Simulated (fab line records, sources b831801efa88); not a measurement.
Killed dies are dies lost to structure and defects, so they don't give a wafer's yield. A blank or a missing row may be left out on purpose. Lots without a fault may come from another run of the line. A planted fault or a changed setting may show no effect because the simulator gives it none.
Problem report in the 8D (eight disciplines) form, filled by code | flow sky130 | the parts of the form that need people (team, actions taken, sign-off) are left out

1. THE PROBLEM
run_length_s at SKY_METAL3_ETCH_16 reads a mean of 129.6 s on 1 wafer of 1 lot; wafers without a fault read 116.4 s with a standard deviation of 0.4. That is +33 standard deviations from the usual mean.
The step: etches BARC in N2/H2, stops on SiO2, time 88.2 s, target depth 60 nm.
First seen on wafer L446.6, day 44 05:00, on rie_metal-04. The record holds 35 wafers of 12 lots with a number at this step. Rule for "out", or "out of limits": more than 4 standard deviations from the usual mean. The other wafers with a number count as sound.

2. WHAT IT IS AND WHAT IT IS NOT
question                    | is                           | is not
which readings at this step | run_length_s, oes_product_au | drypump_motor_current_A, h2_flow_sccm, throttle_valve_pct
which lots                  | L446                         | L431, L433, L436, L437, L438, L439, L440, L442, L445, L451, L452
which wafers of those lots  | L446.6                       | L446.2
read on which tools         | rie_metal-04                 | rie_metal-01, rie_metal-03
when                        | from day 44 05:00            | up to then (28 sound wafers); but 6 sound wafers of L451, L452 came after

3. SUSPECTS, AND WHAT RULES EACH OUT
Counting: a tool at a process step up to the reading stays a suspect if it ran every lot that is out. Sound lots after the first of them don't rule it out here, since some wafers of a struck lot are sound.
- rie_metal-04 at SKY_METAL3_ETCH_16 (etches BARC in N2/H2, stops on SiO2, time 88.2 s, target depth 60 nm): kept. It ran the lot that is out, L446 (day 44 05:00); its last sound lot up to then is L445 (day 44 00:12). Its own readings are out on those wafers: oes_product_au, run_length_s.
- Within rie_metal-04 at SKY_METAL3_ETCH_16: the wafers that are out ran in chamber 1; their sound lot-mates ran in chamber 0.
Left after counting: rie_metal-04 at SKY_METAL3_ETCH_16.

4. THE CAUSE (what the simulator had put in)
Process parameter drift: rie_metal-04, from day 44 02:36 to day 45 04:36, at SKY_METAL3_ETCH_16. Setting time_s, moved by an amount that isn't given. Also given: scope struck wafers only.
Counting left only this tool.

5. THE CHAIN OF EFFECTS, in route order
Each row: a reading whose mean over the struck wafers that have a number lies more than 3 standard deviations from the usual. Only readings for which the record gives a usual standard deviation are gone through. hours: the time from each lot's start at the first step in this table that gives one to its start at this step, as a median over the lots. sigmas: the change in usual standard deviations.
hours | step               | reading        | usual      | on struck wafers | change | sigmas
0     | SKY_METAL3_ETCH_16 | oes_product_au | 0.625 a.u. | 0.588            | -0.037 | -9.5
0     | SKY_METAL3_ETCH_16 | run_length_s   | 116.4 s    | 129.6            | +13.2  | +33
The process steps in it:
- SKY_METAL3_ETCH_16: etches BARC in N2/H2, stops on SiO2, time 88.2 s, target depth 60 nm.
Later measuring or inspecting steps at which every struck wafer that the step has a row for has a number for every such reading, and none has moved that far: SKY_VIA3_BOW_MEAS_03.

6. WHAT WOULD HAVE CAUGHT IT SOONER
In this record the first reading out of limits was taken at day 44 05:00, 2 hours after the fault began at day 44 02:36.
